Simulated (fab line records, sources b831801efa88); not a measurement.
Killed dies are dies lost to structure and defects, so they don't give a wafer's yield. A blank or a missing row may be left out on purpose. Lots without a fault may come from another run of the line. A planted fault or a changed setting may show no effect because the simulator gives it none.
Which tool did it? | flow gf180mcu | 14 lots, 42 wafers sampled, at 4 steps of a route of 602

WHAT THE GAUGES READ, wafer by wafer
GF_STI_BOW_MEAS_00. Usual: INCOMING_BOW 0 um, standard deviation 7.6.
lot  | measured    | on            | INCOMING_BOW (um) | flag
L917 | day 1 15:00 | film_metro-02 | 9 -15 -16         |
L919 | day 2 01:01 | film_metro-02 | -1 -6 -4          |
L920 | day 2 06:00 | film_metro-03 | -15 -2 2          |
L921 | day 2 11:01 | film_metro-02 | -1 -1 7           |
L923 | day 2 21:00 | film_metro-02 | 6 0 0             |
L924 | day 3 02:01 | film_metro-03 | 8 -12 4           |
L925 | day 3 07:01 | film_metro-01 | -15 1 9           |
L927 | day 3 17:01 | film_metro-01 | 7 -2 -1           |
L932 | day 4 18:00 | film_metro-02 | 8 -8 -7           |
L933 | day 4 23:01 | film_metro-03 | -5 1 -8           |
L935 | day 5 09:01 | film_metro-02 | 2 -11 2           |
L936 | day 5 14:04 | film_metro-01 | 6 7 6             |
L937 | day 5 19:00 | film_metro-01 | 0 -2 4            |
L939 | day 6 05:00 | film_metro-01 | -5 -1 -5          |

GF_DNWELL_TW_MEAS_09. Usual: DNWELL_TW 1346, standard deviation 8.2.
lot  | measured    | on            | DNWELL_TW      | flag
L917 | day 2 23:41 | film_metro-01 | 1356 1355 1351 |
L919 | day 3 10:44 | film_metro-02 | 1350 1353 1354 |
L920 | day 3 15:11 | film_metro-04 | 1344 1344 1343 |
L921 | day 3 22:43 | film_metro-02 | 1340 1343 1341 |
L923 | day 4 08:07 | film_metro-04 | 1330 1335 1335 |
L924 | day 4 14:55 | film_metro-01 | 1352 1350 1348 |
L925 | day 4 19:42 | film_metro-01 | 1355 1357 1354 |
L927 | day 5 05:48 | film_metro-01 | 1354 1355 1361 |
L932 | day 6 08:07 | film_metro-04 | 1338 1341 1341 |
L933 | day 6 12:43 | film_metro-04 | 1345 1338 1336 |
L935 | day 6 23:39 | film_metro-04 | 1339 1342 1344 |
L936 | day 7 04:53 | film_metro-01 | 1337 1341 1341 |
L937 | day 7 14:29 | film_metro-01 | 1333 1321 1329 |
L939 | day 7 22:41 | film_metro-02 | 1340 1343 1347 |

GF_VT_IMPLANT_OVL_MEAS_18. Usual: VT_IMPLANT_01_OVL 0.1 nm, standard deviation 1.4.
lot  | measured     | on         | VT_IMPLANT_01_OVL (nm) | flag
L917 | day 6 11:53  | overlay-02 | 0.5 -0.3 0.9           |
L919 | day 7 01:51  | overlay-02 | 0.1 2.6 1.3            |
L920 | day 7 06:11  | overlay-02 | 2.7 2.1 2.8            |
L921 | day 7 14:33  | overlay-01 | -2.8 -2.4 -0.1         |
L923 | day 8 03:17  | overlay-02 | 1.3 0.8 -0.1           |
L924 | day 8 11:03  | overlay-01 | -1.9 0.2 -1.0          |
L925 | day 8 16:15  | overlay-01 | -1.3 1.0 1.1           |
L927 | day 9 04:30  | overlay-02 | -2.4 -0.4 -0.5         |
L932 | day 10 10:59 | overlay-01 | -1.2 -1.0 -0.5         |
L933 | day 10 16:30 | overlay-01 | 1.9 1.8 3.3            |
L935 | day 11 05:57 | overlay-01 | 0.8 0.2 2.3            |
L936 | day 11 11:46 | overlay-01 | -1.8 -1.5 -0.4         |
L937 | day 12 00:38 | overlay-01 | -0.5 -2.4 0.0          |
L939 | day 12 08:47 | overlay-02 | 0.4 0.7 -0.4           |

WHICH TOOL RAN EACH LOT (tool, then ch and the chambers of the sampled wafers, then the start)
lot  | GF_NWELL_IMPLANT_09
L917 | implanter-01 ch 0, day 3 12:50
L919 | implanter-02 ch 0, day 3 23:42
L920 | implanter-02 ch 0, day 4 04:38
L921 | implanter-02 ch 0, day 4 11:54
L923 | implanter-02 ch 0, day 4 22:56
L924 | implanter-01 ch 0, day 5 05:06
L925 | implanter-02 ch 0, day 5 10:12
L927 | implanter-03 ch 0, day 5 20:34
L932 | implanter-01 ch 0, day 6 23:05
L933 | implanter-01 ch 0, day 7 04:12
L935 | implanter-03 ch 0, day 7 15:42
L936 | implanter-03 ch 0, day 7 20:27
L937 | implanter-01 ch 0, day 8 07:32
L939 | implanter-01 ch 0, day 8 15:20
- GF_NWELL_IMPLANT_09

WHAT THE TOOLS THEMSELVES READ (means of the sampled wafers that have a number; where no wafer has one, the mark that the record gives instead)
GF_NWELL_IMPLANT_09. Usual: beam_energy_keV 160.01, standard deviation 0.049; faraday_current_uA 22.5, standard deviation 0.45.
lot  | tool         | beam_energy_keV | faraday_current_uA | flag
L917 | implanter-01 | 160.02          | 22.1               |
L919 | implanter-02 | 160.05          | 22.3               |
L920 | implanter-02 | 160.00          | 22.4               |
L921 | implanter-02 | 160.05          | 22.6               |
L923 | implanter-02 | 174.79          | 22.7               | OFF
L924 | implanter-01 | 159.98          | 22.0               |
L925 | implanter-02 | 174.86          | 22.0               | OFF
L927 | implanter-03 | 160.03          | 22.9               |
L932 | implanter-01 | 160.01          | 22.7               |
L933 | implanter-01 | 160.07          | 22.7               |
L935 | implanter-03 | 159.97          | 22.6               |
L936 | implanter-03 | 159.98          | 22.5               |
L937 | implanter-01 | 159.96          | 22.7               |
L939 | implanter-01 | 160.04          | 22.7               |

THE ANSWER, worked out from the rows above alone
Rule: a lot is off if the mean of its wafers that have a number lies more than 3 standard deviations from the usual mean. A lot without any number at a reading at which 4 lots or more have one is off too. The other lots that the step has rows for count as sound. The gauges are gone through in route order, then the tools' own readings, and for those a lot's mean is taken as printed above. The first step at which some lot is off is used, and at that step the reading that is off furthest; a lot without a number counts as furthest.
Off: L923, L925, at GF_NWELL_IMPLANT_09 (beam_energy_keV).
A tool fits if, at that step or a process step before it, it ran every lot that is off, and no sound lot after the first of them. One fits: implanter-02 at GF_NWELL_IMPLANT_09. Its last sound lot is L921 (day 4 11:54), its first lot that is off L923 (day 4 22:56): a fault that began between those two fits.
The tool's own readings at GF_NWELL_IMPLANT_09 bear it out: on the lots that are off they differ by more than 5 times the standard deviation of the sound lots' means. beam_energy_keV reads 174.82 there against 160.01 on the sound lots.

WHAT THE SIMULATOR HAD PUT IN
Process parameter drift: implanter-02, from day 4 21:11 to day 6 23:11, at GF_NWELL_IMPLANT_09. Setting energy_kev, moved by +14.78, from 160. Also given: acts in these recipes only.
Lots struck among those shown: L923, L925. The rule above found the same.
